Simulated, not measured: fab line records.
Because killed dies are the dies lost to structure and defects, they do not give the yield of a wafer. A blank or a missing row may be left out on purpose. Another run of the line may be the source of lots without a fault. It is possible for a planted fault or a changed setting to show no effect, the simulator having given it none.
One fault seen from 2 desks -- flow sky130 -- each desk has only its own numbers; what lay behind them comes last

== FOR THE TOOL OWNER'S DESK: lithoTrack-04 ==
At SKY_LDD_HVN_SOFTBAKE_03 (time 60 s), the tool's own readings, given per lot that ran on this tool as the mean of the sampled wafers with a number. The brackets show how far a lot's mean lies from the usual mean; more than 4 standard deviations puts the lot out of limits, marked OUT.
Columns: A = heaterPowerTotalW at SKY_LDD_HVN_SOFTBAKE_03, usual 56.60 W; B = runLengthS at SKY_LDD_HVN_SOFTBAKE_03, usual 89.08 s
lot,first seen here,A,B
L400,day 19 21:56,56.61,89.31
L401,day 20 07:16,56.62,89.44
L416,day 26 01:49,56.58,89.29
L417,day 26 06:52,57.23 (+13) OUT,87.41 (-9.3) OUT
L420,day 26 22:04,57.22 (+13) OUT,87.38 (-9.4) OUT
Finding of this desk: L417, L420 out of limits; the first was L417 at day 26 06:52, on heaterPowerTotalW at SKY_LDD_HVN_SOFTBAKE_03. L400, L401, L416 stayed within limits.

== METROLOGY DESK ==
Lot by lot, what the gauges showed, no matter which tool ran the lot: averages of those sampled wafers that carry a number. The brackets show how far a lot's mean lies from the usual mean; more than 4 standard deviations puts the lot out of limits, marked OUT.
Columns: A = cdNm at SKY_LDD_P_CD_MEAS_07, usual 379.9 nm; B = LDD_P_OVL at SKY_LDD_P_OVL_MEAS_08, usual 0.4 nm
lot,first seen here,A,B
L399,day 19 01:31,379.4,0.6
L400,day 19 06:13,380.1,-0.5
L401,day 19 15:19,379.4,0.8
L402,day 19 19:07,379.7,-1.5
L403,day 20 12:14,381.0,-1.3
L404,day 21 00:14,383.2,0.7
L408,day 22 13:44,378.2,-0.4
L409,day 23 01:07,379.6,0.9
L416,day 25 11:01,378.2,-1.5
L417,day 25 15:35,381.6,-0.3
L419,day 26 02:58,377.7,-2.0
L420,day 26 06:44,377.7,0.1
L422,day 27 03:58,380.9,1.5
Result from this desk: across the 13 lots, nothing is out of limits.

== TAKEN TOGETHER ==
At day 26 06:52, on L417, L420, the tool owner's desk was in a position to raise an alarm.
At the metrology desk, nothing out of limits was observed.
The metrology desk holds a record of L417, L420, inside its limits.
On lithoTrack-04, each named lot ran SKY_LDD_HVN_SOFTBAKE_03.

== WHAT WAS PUT IN BY THE SIMULATOR ==
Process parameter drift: lithoTrack-04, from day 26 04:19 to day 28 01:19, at SKY_LDD_HVN_SOFTBAKE_03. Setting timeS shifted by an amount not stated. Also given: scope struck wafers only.
Shown lots that were struck: L417, L420.
Delay in hours, fault start to first out-of-limits reading, by desk: the tool owner's desk at 3.
